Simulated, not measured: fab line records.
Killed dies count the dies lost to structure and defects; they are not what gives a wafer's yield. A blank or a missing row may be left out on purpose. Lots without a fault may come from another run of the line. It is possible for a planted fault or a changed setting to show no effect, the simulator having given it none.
fab line records -- flow gf180mcu
record: lots: 6, wafers: 18, lastDay: 34
route steps=602 shown DUAL_GATE@153 POLY_GATE@157
lots that met no fault: taken from a fault-free run of the same line
startH: hours from the record's first day to the start of the lot's first wafer shown -- waitH: hours since the lot's step before -- " repeats the value in the row above -- L1.1+2: a single row standing in for several wafers -- - no value, or no start given -- * or withheld: withheld -- < > ~ a bound
route shown NAME@n: names a module that has steps shown in the file, with the first one's number in the route -- usual: average and standard deviation across the fault-free wafers -- same: alike in all rows -- chamber/n: place in a boat -- sites: each site's reading -- _std_site: the values' standard deviation -- _edge_site: mean of outer sites minus mean of inner sites -- radiusMm: how far each site lies from the wafer's centre -- mask NAME#n: copy n -- behind: tool/chamber where the wafer was last shaped -- hold: the reason the lot was held/the length of the hold in hours/how it ended -- device: the n, p or np transistor that did not switch -- end of line: at the end of the route, the tests of the same wafers -- where a step has no rows: the recipe by itself -- killed: not the wafer's yield, but the dies lost to structure and defects at the first sort -- map: a wafer's dies, marking killed ones x, the rest . and places with no die _
set.NAME: the setting that was run; set.NAME@STEP: the one run at that earlier step -- model.NAME: the simulator's own value behind a step, which no gauge read
lots at some steps of the route; a table a step, a row a wafer
services: when a tool's chamber went out of use (startH, in hours from the record's first day, below 0 if earlier), for how many hours, and the reason
== steps ==
step: GF_DUAL_GATE_WET_ETCH_12
recipe: chemistry: dHF, targetDepthNm: 13, dry: n2Spin, target: SiO2, tempC: 25, dilution: 100:1, timeS: 249
step: GF_DUAL_GATE_STRIP_13
recipe: chemistry: O2/N2, powerW: 1400, pressureMtorr: 1500, platenTempC: 250, o2FlowSccm: 3000, n2FlowSccm: 300, overashFraction: 0.5
usual: drypumpMotorCurrentA: 5.6/0.53, heaterPowerW: 341/36, oesProductAu: 0.717/0.0046, stripTimeToEndpointS: 12.63/0.034
lot.wafer,tool,chamber,startH,waitH,drypumpMotorCurrentA,heaterPowerW,oesProductAu,rfHoursCounterH,stripTimeToEndpointS
L330.1,plasmaAsher-02,1,208.22,0.0,6.1,361,0.708,9,12.61
L330.5,plasmaAsher-02,1,208.22,0.0,6.1,353,0.716,-,12.63
L330.6,plasmaAsher-02,0,208.22,0.0,5.2,361,0.718,-,12.61
L335.1,plasmaAsher-04,1,252.94,0.0,4.8,288,0.718,62,12.68
L335.2,plasmaAsher-04,0,252.94,0.0,5.7,303,0.716,62,12.64
L335.3,plasmaAsher-04,0,252.94,0.0,5.7,305,0.721,-,12.65
L342.1,plasmaAsher-04,1,302.19,0.0,4.7,277,0.705,67,12.62
L342.5,plasmaAsher-04,1,302.19,0.0,4.8,282,0.709,-,12.64
L342.6,plasmaAsher-04,0,302.19,0.0,5.7,299,0.711,-,12.61
L344.3,plasmaAsher-01,0,317.38,0.0,6.5,382,0.715,-,12.63
L344.5,plasmaAsher-01,1,317.38,0.0,5.6,365,0.721,-,12.66
L344.6,plasmaAsher-01,0,317.38,0.0,6.5,398,0.719,-,12.63
L345.1,plasmaAsher-01,0,320.32,0.0,6.4,384,0.715,62,12.64
L345.3,plasmaAsher-01,0,320.32,0.0,6.4,395,0.715,-,12.66
L345.5,plasmaAsher-01,0,320.32,0.0,6.4,385,0.715,-,12.65
L348.1,plasmaAsher-01,0,336.09,0.0,6.4,371,0.723,64,12.59
L348.4,plasmaAsher-01,1,336.09,0.0,5.6,364,0.719,-,12.64
L348.6,plasmaAsher-01,0,336.09,0.0,6.4,389,0.718,-,12.63
step: GF_DUAL_GATE_CLEAN_14
recipe: chemistry: SC1/SC2, mix: 1:4:20, tempC: 70, timeS: 150, dry: n2Spin
step: GF_DUAL_GATE_OXIDATION_15
recipe: tempC: 850, ambient: O2, stabiliseS: 600, purgeS: 300, targetThkA: 70.98, oxTimeS: 1995
step: GF_POLY_GATE_CVD_00
recipe: material: poly-Si, targetThkNm: 200, tempC: 620, timeS: 1200, pressureMtorr: 200
step: GF_POLY_GATE_THK_MEAS_01
recipe: reads: poly-Si_of_POLY_GATE_CVD_00
usual: POLY_GATE_CVD_00_THK: 200.7/2
lot.wafer,tool,chamber,startH,waitH,POLY_GATE_CVD_00_THK[nm]
L330.1,filmMetro-01,-,211.26,0.0,203.9
L330.5,filmMetro-01,-,211.26,0.0,204.0
L330.6,filmMetro-01,-,211.26,0.0,203.6
L335.1,filmMetro-03,-,255.98,0.0,202.3
L335.2,filmMetro-03,-,255.98,0.0,201.1
L335.3,filmMetro-03,-,255.98,0.0,198.9
L342.1,filmMetro-01,-,305.96,0.0,198.9
L342.5,filmMetro-01,-,305.96,0.0,198.3
L342.6,filmMetro-01,-,305.96,0.0,199.6
L344.3,filmMetro-01,-,321.22,0.0,201.4
L344.5,filmMetro-01,-,321.22,0.0,200.9
L344.6,filmMetro-01,-,321.22,0.0,201.6
L345.1,filmMetro-01,-,323.36,0.0,197.7
L345.3,filmMetro-01,-,323.36,0.0,198.9
L345.5,filmMetro-01,-,323.36,0.0,199.5
L348.1,filmMetro-02,-,340.50,0.0,203.1
L348.4,filmMetro-02,-,340.50,0.0,202.4
L348.6,filmMetro-02,-,340.50,0.0,203.2
step: GF_POLY_GATE_DEHYDRATE_02
recipe: tempC: 200, timeS: 60
step: GF_POLY_GATE_HMDS_03
recipe: primeTimeS: 60, primeTempC: 120
step: GF_POLY_GATE_COAT_04
recipe: resist: BARC, tempC: withheld, timeS: withheld, spinRpm: withheld, resistThkNm: withheld
step: GF_POLY_GATE_COAT_05
recipe: resist: KrF, spinRpm: withheld, resistThkNm: 700
step: GF_POLY_GATE_SOFTBAKE_06
recipe: tempC: 130, timeS: 60, resist: KrF
step: GF_POLY_GATE_EXPOSE_07
recipe: maskId: Poly2, targetCdNm: 280, na: 0.68, sourceShape: conventional, sigmaOuter: 0.6, doseMj: 28
step: GF_POLY_GATE_PEB_08
recipe: pebTempC: 135, pebTimeS: 90, resist: KrF
usual: chillPlateTempC: 23.01/0.1, exhaustPa: 45.2/0.81
lot.wafer,tool,chamber,startH,waitH,chillPlateTempC,exhaustPa
L330.1,lithoTrack-03,0,228.52,-,23.18,45.0
L330.5,lithoTrack-03,0,228.52,-,23.28,46.0
L330.6,lithoTrack-03,0,228.52,-,23.05,45.8
L335.1,lithoTrack-02,0,273.97,-,22.75,44.7
L335.2,lithoTrack-02,0,273.97,-,23.14,44.3
L335.3,lithoTrack-02,0,273.97,-,22.84,46.5
L342.1,lithoTrack-03,0,325.92,-,22.93,44.9
L342.5,lithoTrack-03,0,325.92,-,22.98,43.1
L342.6,lithoTrack-03,0,325.92,-,23.01,44.5
L344.3,lithoTrack-03,-,342.29,-,-,-
L344.5,lithoTrack-03,-,342.29,-,-,-
L344.6,lithoTrack-03,-,342.29,-,-,-
L345.1,lithoTrack-01,-,343.47,-,-,-
L345.3,lithoTrack-01,-,343.47,-,-,-
L345.5,lithoTrack-01,-,343.47,-,-,-
L348.1,lithoTrack-03,0,361.42,-,22.86,46.6
L348.4,lithoTrack-03,0,361.42,-,22.95,45.3
L348.6,lithoTrack-03,0,361.42,-,22.84,47.3
step: GF_POLY_GATE_DEVELOP_09
recipe: developTimeS: 60, resist: KrF, devTempC: 21.38
== services ==
tool,chamber,startH,hours,kind
plasmaAsher-04,-,211.53,2.8,repair
plasmaAsher-04,-,228.34,2.5,repair
plasmaAsher-04,-,261.77,2.8,pm
== key ==
firstSign: step: GF_POLY_GATE_PEB_08, reading: toolRecord, direction: missing
effect none on later readings
metAt GF_POLY_GATE_PEB_08
struckWafers L344.3,L344.5,L344.6,L345.1,L345.3,L345.5
laterRowsLeftOut L344.3,L344.5,L344.6,L345.1,L345.3,L345.5
sortLeftOut L344.3,L344.5,L344.6,L345.1,L345.3,L345.5
testerLeftOut L344,L345
onsetBetween 325.92 342.29
fault: kind: skippedStepWhole, tool: lithoTrack-01,lithoTrack-03, chamber: -, onsetH: 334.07, steps: GF_POLY_GATE_PEB_08, scope: struckLotsOnly
testerLeftOut: of these lots the tester's yield and bins aren't shown, on N5 and GAA mostly nor the transistor test; their killed dies are dies lost to structure and defects alone, not to doping, threshold or leakage, so they don't give the yield
sortLeftOut: the simulated sort isn't trusted on such a fault, so these wafers' sort isn't shown, and their yield isn't known
laterRowsLeftOut: the simulator's readings of these wafers behind a module that went badly wrong aren't trusted and aren't shown, but for the sort
